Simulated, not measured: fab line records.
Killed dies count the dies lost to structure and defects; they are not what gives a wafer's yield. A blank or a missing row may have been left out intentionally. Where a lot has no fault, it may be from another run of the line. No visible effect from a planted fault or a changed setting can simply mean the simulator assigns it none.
Which tool did it? | flow sky130 | 10 lots with 30 wafers sampled at 7 steps, on a route of 708 steps

## WHAT EACH GAUGE READ, for each wafer
SKY_SD_N_TW_MEAS_12. Usual: SD_N_TW 3970, standard deviation 29.
lot  | measured     | on            | SD_N_TW        | flag
L943 | day 28 09:00 | film metro-03 | 4004 4020 3998 |
L946 | day 29 16:49 | film metro-04 | 3976 3961 3936 |
L947 | day 30 02:34 | film metro-02 | 3964 3965 3948 |
L949 | day 30 03:04 | film metro-03 | 4012 3993 4000 |
L951 | day 31 18:19 | film metro-02 | 3969 3931 3949 |
L956 | day 33 13:57 | film metro-03 | 3761 3760 3763 | OFF
L959 | day 33 15:33 | film metro-02 | 3685 3669 3678 | OFF
L960 | day 33 21:44 | film metro-02 | 3954 3922 3927 |
L963 | day 34 18:02 | film metro-02 | 3946 3940 3939 |
L965 | day 35 09:07 | film metro-04 | 3975 3978 3982 |

SKY_SD_N_RS_MEAS_16: measures by four-point-probe. Usual: SD_N_RS 68.62 ohm/sq, standard deviation 0.11.
lot  | measured     | on            | SD_N_RS (ohm/sq)     | flag
L943 | day 28 09:18 | film metro-02 | 68.63 68.71 68.65    |
L946 | day 29 17:07 | film metro-04 | 68.55 68.51 68.60    |
L947 | day 30 02:52 | film metro-04 | 68.96 68.91 68.84    |
L949 | day 30 03:22 | film metro-02 | 68.48 68.61 68.68    |
L951 | day 31 18:37 | film metro-03 | 68.39 68.51 68.69    |
L956 | day 33 14:15 | film metro-02 | 102.79 103.17 103.04 | OFF
L959 | day 33 15:53 | film metro-04 | 103.81 103.57 103.34 | OFF
L960 | day 33 22:07 | film metro-02 | 68.52 68.53 68.59    |
L963 | day 34 18:21 | film metro-03 | 68.56 68.57 68.59    |
L965 | day 35 09:25 | film metro-02 | 68.49 68.66 68.76    |

SKY_VIA1_RS_MEAS_22: measures by four-point-probe. Usual: VIA1_W_RS 0.428 ohm/sq, standard deviation 0.0038.
lot  | measured     | on            | VIA1_W_RS (ohm/sq) | flag
L943 | day 34 10:15 | film metro-02 | 0.431 0.430 0.435  |
L946 | day 35 17:24 | film metro-02 | 0.424 0.423 0.428  |
L947 | day 36 02:34 | film metro-04 | 0.421 0.422 0.429  |
L949 | day 36 02:37 | film metro-03 | 0.429 0.423 0.426  |
L951 | day 37 16:16 | film metro-04 | 0.424 0.427 0.432  |
L956 | day 39 08:37 | film metro-04 | 0.427 0.431 0.430  |
L959 | day 39 10:50 | film metro-02 | 0.426 0.433 0.427  |
L960 | day 39 16:35 | film metro-04 | 0.429 0.434 0.430  |
L963 | day 40 10:19 | film metro-03 | 0.426 0.428 0.429  |
L965 | day 41 01:14 | film metro-03 | 0.424 0.431 0.425  |

SKY_VIA1_THK_MEAS_23: measures by xrf. Usual: VIA1_W_THK 275 nm, standard deviation 3.1.
lot  | measured     | on            | VIA1_W_THK (nm) | flag
L943 | day 34 10:22 | film metro-02 | 275 276 274     |
L946 | day 35 17:31 | film metro-02 | 278 277 276     |
L947 | day 36 02:41 | film metro-04 | 281 280 276     |
L949 | day 36 02:43 | film metro-03 | 275 280 278     |
L951 | day 37 16:23 | film metro-04 | 276 274 269     |
L956 | day 39 08:44 | film metro-04 | 273 270 270     |
L959 | day 39 10:55 | film metro-02 | 277 273 276     |
L960 | day 39 16:41 | film metro-04 | 273 270 270     |
L963 | day 40 10:25 | film metro-03 | 278 277 278     |
L965 | day 41 01:20 | film metro-03 | 281 277 280     |

## WHAT TOOL EACH LOT RAN ON (gives the tool, then ch and the chambers of the sampled wafers, and finally the start)
lot  | SKY_SD_N_IMPLANT_09             | SKY_SD_N_STRIP_11                    | SKY_METAL1_DESCUM_17
L943 | implanter-04 ch 0, day 28 08:37 | plasma asher-01 ch 0,1, day 28 08:53 | rie metal-01 ch 0,1, day 33 05:26
L946 | implanter-04 ch 0, day 29 16:25 | plasma asher-03 ch 1, day 29 16:43   | rie metal-03 ch 0,1, day 34 12:37
L947 | implanter-03 ch 0, day 30 02:10 | plasma asher-03 ch 0,1, day 30 02:28 | rie metal-03 ch 0,1, day 34 21:38
L949 | implanter-01 ch 0, day 30 02:41 | plasma asher-04 ch 0,1, day 30 02:59 | rie metal-02 ch 0, day 34 21:55
L951 | implanter-03 ch 0, day 31 17:55 | plasma asher-03 ch 0,1, day 31 18:13 | rie metal-01 ch 0, day 36 11:29
L956 | implanter-04 ch 0, day 33 13:34 | plasma asher-03 ch 0,1, day 33 13:50 | rie metal-01 ch 0,1, day 38 05:01
L959 | implanter-04 ch 0, day 33 15:12 | plasma asher-03 ch 0,1, day 33 15:28 | rie metal-03 ch 0,1, day 38 07:57
L960 | implanter-01 ch 0, day 33 21:22 | plasma asher-01 ch 0,1, day 33 21:40 | rie metal-01 ch 0,1, day 38 13:14
L963 | implanter-03 ch 0, day 34 17:40 | plasma asher-01 ch 0,1, day 34 17:58 | rie metal-03 ch 0,1, day 39 07:32
L965 | implanter-03 ch 0, day 35 08:44 | plasma asher-01 ch 0,1, day 35 09:01 | rie metal-03 ch 0,1, day 39 22:46
- SKY_SD_N_IMPLANT_09
- SKY_SD_N_STRIP_11: strips in O2/N2.
- SKY_METAL1_DESCUM_17: chemistry O2, time 8 s.

## WHAT THE TOOLS THEMSELVES READ (means of the sampled wafers that have a number; where no wafer has one, the mark that the record gives instead)
SKY_SD_N_IMPLANT_09. Usual: beam on s 15.5 s, standard deviation 1.3; dose ions cm2 4e+15, standard deviation 4.4e+12; end station pressure torr 1.52e-05 Torr, standard deviation 1.4e-06; faraday current uA 14096, standard deviation 1200.
lot  | tool         | beam on s (s) | dose ions cm2 | end station pressure torr (Torr) | faraday current uA | flag
L943 | implanter-04 | 13.9          | 4e+15         | 1.70e-05                         | 15551              |
L946 | implanter-04 | 13.9          | 4e+15         | 1.67e-05                         | 15549              |
L947 | implanter-03 | 16.4          | 4e+15         | 1.44e-05                         | 13283              |
L949 | implanter-01 | 16.1          | 4e+15         | 1.40e-05                         | 13531              |
L951 | implanter-03 | 16.6          | 4e+15         | 1.42e-05                         | 13100              |
L956 | implanter-04 | 10.1          | 1e+15         | 9.87e-06                         | 5981               | OFF
L959 | implanter-04 | 10.2          | 1e+15         | 9.87e-06                         | 5870               | OFF
L960 | implanter-01 | 16.0          | 4e+15         | 1.43e-05                         | 13634              |
L963 | implanter-03 | 16.3          | 4e+15         | 1.35e-05                         | 13344              |
L965 | implanter-03 | 16.3          | 4e+15         | 1.47e-05                         | 13390              |

SKY_SD_N_STRIP_11. Usual: drypump motor current A 5.5 A, standard deviation 0.32; oes product au 0.527 a.u., standard deviation 0.0045; strip time to endpoint s 22.54 s, standard deviation 0.045.
lot  | tool            | drypump motor current A (A) | oes product au (a.u.) | strip time to endpoint s (s) | flag
L943 | plasma asher-01 | 5.4                         | 0.526                 | 22.51                        |
L946 | plasma asher-03 | 5.4                         | 0.526                 | 22.56                        |
L947 | plasma asher-03 | 5.4                         | 0.535                 | 22.49                        |
L949 | plasma asher-04 | 5.7                         | 0.529                 | 22.54                        |
L951 | plasma asher-03 | 5.4                         | 0.530                 | 22.60                        |
L956 | plasma asher-03 | 5.4                         | 0.600                 | 18.26                        | OFF
L959 | plasma asher-03 | 5.4                         | 0.599                 | 18.18                        | OFF
L960 | plasma asher-01 | 5.6                         | 0.523                 | 22.53                        |
L963 | plasma asher-01 | 5.6                         | 0.527                 | 22.54                        |
L965 | plasma asher-01 | 5.4                         | 0.529                 | 22.56                        |

SKY_METAL1_DESCUM_17. Usual: drypump motor current A 5.9 A, standard deviation 0.63; he backside leak sccm 3.3 sccm, standard deviation 0.36; oes product au 1.003 a.u., standard deviation 0.0097.
lot  | tool         | drypump motor current A (A) | he backside leak sccm (sccm) | oes product au (a.u.) | flag
L943 | rie metal-01 | 5.7                         | 3.4                          | 1.006                 |
L946 | rie metal-03 | 6.5                         | 3.1                          | 1.002                 |
L947 | rie metal-03 | 6.5                         | 3.2                          | 1.000                 |
L949 | rie metal-02 | 5.0                         | 3.1                          | 1.007                 |
L951 | rie metal-01 | 6.0                         | 3.3                          | 0.989                 |
L956 | rie metal-01 | 5.3                         | 3.3                          | 1.002                 |
L959 | rie metal-03 | 6.5                         | 3.2                          | 1.006                 |
L960 | rie metal-01 | 5.3                         | 3.9                          | 0.999                 |
L963 | rie metal-03 | 6.5                         | 3.3                          | 1.015                 |
L965 | rie metal-03 | 6.5                         | 3.1                          | 1.004                 |

## THE ANSWER, worked out from the rows above alone
Rule: a lot counts as off when the mean over its wafers that have a number is more than 3 standard deviations away from the usual mean. A lot without any number at a reading at which 4 lots or more have one is off too. Where the step has rows for the other lots, those lots are counted as sound. Order of review: gauges by route order, followed by the tools' own readings, for which a lot's mean as printed above is used. The first step at which some lot is off is used, and at that step the reading that is off furthest; a lot without a number counts as furthest.
Off: L956, L959, at SKY_SD_N_TW_MEAS_12 (SD_N_TW).
A tool fits if, at a process step before that reading, it ran every lot that is off, and no sound lot after the first of them. The gauges at SKY_SD_N_TW_MEAS_12 aren't tried: what is off there is off at SKY_SD_N_IMPLANT_09 too, on other tools, and a gauge's error can't cause that. This does not decide it: 2 tools fit, namely implanter-04 at SKY_SD_N_IMPLANT_09 and plasma asher-03 at SKY_SD_N_STRIP_11.

## WHAT HAD BEEN PUT IN BY THE SIMULATOR
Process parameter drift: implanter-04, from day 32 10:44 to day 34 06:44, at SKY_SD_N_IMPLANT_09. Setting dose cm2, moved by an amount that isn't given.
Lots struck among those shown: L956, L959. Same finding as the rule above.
